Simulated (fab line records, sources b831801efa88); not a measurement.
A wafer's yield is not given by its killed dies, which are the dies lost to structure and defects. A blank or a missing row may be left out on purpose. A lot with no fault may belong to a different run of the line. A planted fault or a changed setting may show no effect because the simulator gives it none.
Check for tools in common :: flow gf180mcu :: Sampled: 12 lots, 36 wafers

== WHY THIS WAS OPENED ==
GF_PSD_RS_MEAS_14, reading NSD_RS: flagged on 2 of 12 lots. Wafers without a fault read 46.18 ohm/sq, standard deviation 0.096.
Rule: a lot is flagged in two cases, either no wafer of it has a number, or all its wafers with numbers fall more than 4 standard deviations from that mean. The other lots count as sound.

lot: L753
measured: day 14 08:48
on: film_metro-03
NSD_RS (ohm/sq), wafer by wafer: 46.32 46.36 46.40
flag: 

lot: L755
measured: day 15 01:17
on: film_metro-01
NSD_RS (ohm/sq), wafer by wafer: 46.13 46.11 46.06
flag: 

lot: L756
measured: day 15 05:58
on: film_metro-01
NSD_RS (ohm/sq), wafer by wafer: 46.22 46.29 46.22
flag: 

lot: L757
measured: day 15 18:25
on: film_metro-01
NSD_RS (ohm/sq), wafer by wafer: 46.27 46.07 46.18
flag: 

lot: L761
measured: day 16 22:25
on: film_metro-03
NSD_RS (ohm/sq), wafer by wafer: 46.15 46.20 46.28
flag: 

lot: L762
measured: day 17 17:37
on: film_metro-04
NSD_RS (ohm/sq), wafer by wafer: 46.14 46.08 46.09
flag: 

lot: L763
measured: day 18 05:17
on: film_metro-03
NSD_RS (ohm/sq), wafer by wafer: 46.19 46.15 46.14
flag: 

lot: L765
measured: day 19 04:06
on: film_metro-03
NSD_RS (ohm/sq), wafer by wafer: 46.07 46.11 46.06
flag: 

lot: L766
measured: day 19 21:30
on: film_metro-03
NSD_RS (ohm/sq), wafer by wafer: 46.17 46.07 46.00
flag: 

lot: L768
measured: day 19 23:45
on: film_metro-03
NSD_RS (ohm/sq), wafer by wafer: 46.06 46.10 46.01
flag: 

lot: L773
measured: day 21 12:54
on: film_metro-04
NSD_RS (ohm/sq), wafer by wafer: 44.69 44.76 44.74
flag: FLAGGED

lot: L774
measured: day 21 18:37
on: film_metro-03
NSD_RS (ohm/sq), wafer by wafer: 44.44 44.54 44.50
flag: FLAGGED
On average the flagged lots' numbers are 44.61 ohm/sq, which is -1.57 ohm/sq against the usual, or -16 standard deviations.

== EACH LOT AND THE TOOL IT RAN ON ==
2 process steps preceding the reading are held in the record, out of 602 steps in the route. Each cell gives the tool, then ch followed by the chambers the sampled wafers passed through, then the start.
lot: L753
flag: 
GF_NSD_IMPLANT_09: implanter-02 ch 0, day 13 12:38
GF_NSD_STRIP_11: plasma_asher-01 ch 0,1, day 13 12:56

lot: L755
flag: 
GF_NSD_IMPLANT_09: implanter-01 ch 0, day 14 03:37
GF_NSD_STRIP_11: plasma_asher-02 ch 0,1, day 14 03:53

lot: L756
flag: 
GF_NSD_IMPLANT_09: implanter-01 ch 0, day 14 07:41
GF_NSD_STRIP_11: plasma_asher-04 ch 1, day 14 07:59

lot: L757
flag: 
GF_NSD_IMPLANT_09: implanter-02 ch 0, day 14 20:23
GF_NSD_STRIP_11: plasma_asher-04 ch 0,1, day 14 20:40

lot: L761
flag: 
GF_NSD_IMPLANT_09: implanter-01 ch 0, day 15 22:52
GF_NSD_STRIP_11: plasma_asher-02 ch 0,1, day 15 23:10

lot: L762
flag: 
GF_NSD_IMPLANT_09: implanter-01 ch 0, day 16 18:08
GF_NSD_STRIP_11: plasma_asher-02 ch 0,1, day 16 18:24

lot: L763
flag: 
GF_NSD_IMPLANT_09: implanter-03 ch 0, day 17 04:40
GF_NSD_STRIP_11: plasma_asher-01 ch 0,1, day 17 04:56

lot: L765
flag: 
GF_NSD_IMPLANT_09: implanter-01 ch 0, day 18 03:01
GF_NSD_STRIP_11: plasma_asher-01 ch 0,1, day 18 03:19

lot: L766
flag: 
GF_NSD_IMPLANT_09: implanter-03 ch 0, day 18 20:08
GF_NSD_STRIP_11: plasma_asher-04 ch 0,1, day 18 20:26

lot: L768
flag: 
GF_NSD_IMPLANT_09: implanter-03 ch 0, day 18 22:20
GF_NSD_STRIP_11: plasma_asher-02 ch 0,1, day 18 22:38

lot: L773
flag: FLAGGED
GF_NSD_IMPLANT_09: implanter-03 ch 0, day 20 11:56
GF_NSD_STRIP_11: plasma_asher-02 ch 0,1, day 20 12:14

lot: L774
flag: FLAGGED
GF_NSD_IMPLANT_09: implanter-03 ch 0, day 20 18:11
GF_NSD_STRIP_11: plasma_asher-02 ch 0,1, day 20 18:29
What the steps here do:
- GF_NSD_IMPLANT_09
- GF_NSD_STRIP_11: strips in O2/N2.
- GF_PSD_RS_MEAS_14: measures by four-point-probe.

== FLAGGED OVER TOTAL, TOOL BY TOOL (the gauges that took the reading come last) ==
step: GF_NSD_IMPLANT_09
tool: implanter-01
lots run: 5
flagged: 0
share of the flagged lots: none
sound lots run after its first flagged lot: -

step: GF_NSD_IMPLANT_09
tool: implanter-02
lots run: 2
flagged: 0
share of the flagged lots: none
sound lots run after its first flagged lot: -

step: GF_NSD_IMPLANT_09
tool: implanter-03
lots run: 5
flagged: 2
share of the flagged lots: all
sound lots run after its first flagged lot: 0

step: GF_NSD_STRIP_11
tool: plasma_asher-01
lots run: 3
flagged: 0
share of the flagged lots: none
sound lots run after its first flagged lot: -

step: GF_NSD_STRIP_11
tool: plasma_asher-02
lots run: 6
flagged: 2
share of the flagged lots: all
sound lots run after its first flagged lot: 0

step: GF_NSD_STRIP_11
tool: plasma_asher-04
lots run: 3
flagged: 0
share of the flagged lots: none
sound lots run after its first flagged lot: -

step: GF_PSD_RS_MEAS_14
tool: film_metro-01
lots run: 3
flagged: 0
share of the flagged lots: none
sound lots run after its first flagged lot: -

step: GF_PSD_RS_MEAS_14
tool: film_metro-03
lots run: 7
flagged: 1
share of the flagged lots: some
sound lots run after its first flagged lot: 0

step: GF_PSD_RS_MEAS_14
tool: film_metro-04
lots run: 2
flagged: 1
share of the flagged lots: some
sound lots run after its first flagged lot: 0

== WHAT IS ALLOWED BY THE TABLE ==
2 rows of the table ran every flagged lot: implanter-03 at GF_NSD_IMPLANT_09, plasma_asher-02 at GF_NSD_STRIP_11.
- implanter-03 at GF_NSD_IMPLANT_09 ran 5 lots, 2 of them flagged. It ran its last sound lot, L768, at day 18 22:20 and its first flagged lot, L773, at day 20 11:56: a fault with its onset between the two fits. Its own readings (beam_energy_keV) fall more than 4 standard deviations out on all wafers of the flagged lots.
- plasma_asher-02 at GF_NSD_STRIP_11 ran 6 lots, 2 of them flagged. It ran its last sound lot, L768, at day 18 22:38 and its first flagged lot, L773, at day 20 12:14: a fault with its onset between the two fits. Its own readings (strip_time_to_endpoint_s) fall more than 4 standard deviations out on all wafers of the flagged lots.
These 2 tools cannot be told apart by counting lots, since each of them fits a fault that started at some hour. More lots, or a look at what each step does to the wafer, might.

== WHAT WAS PUT IN BY THE SIMULATOR ==
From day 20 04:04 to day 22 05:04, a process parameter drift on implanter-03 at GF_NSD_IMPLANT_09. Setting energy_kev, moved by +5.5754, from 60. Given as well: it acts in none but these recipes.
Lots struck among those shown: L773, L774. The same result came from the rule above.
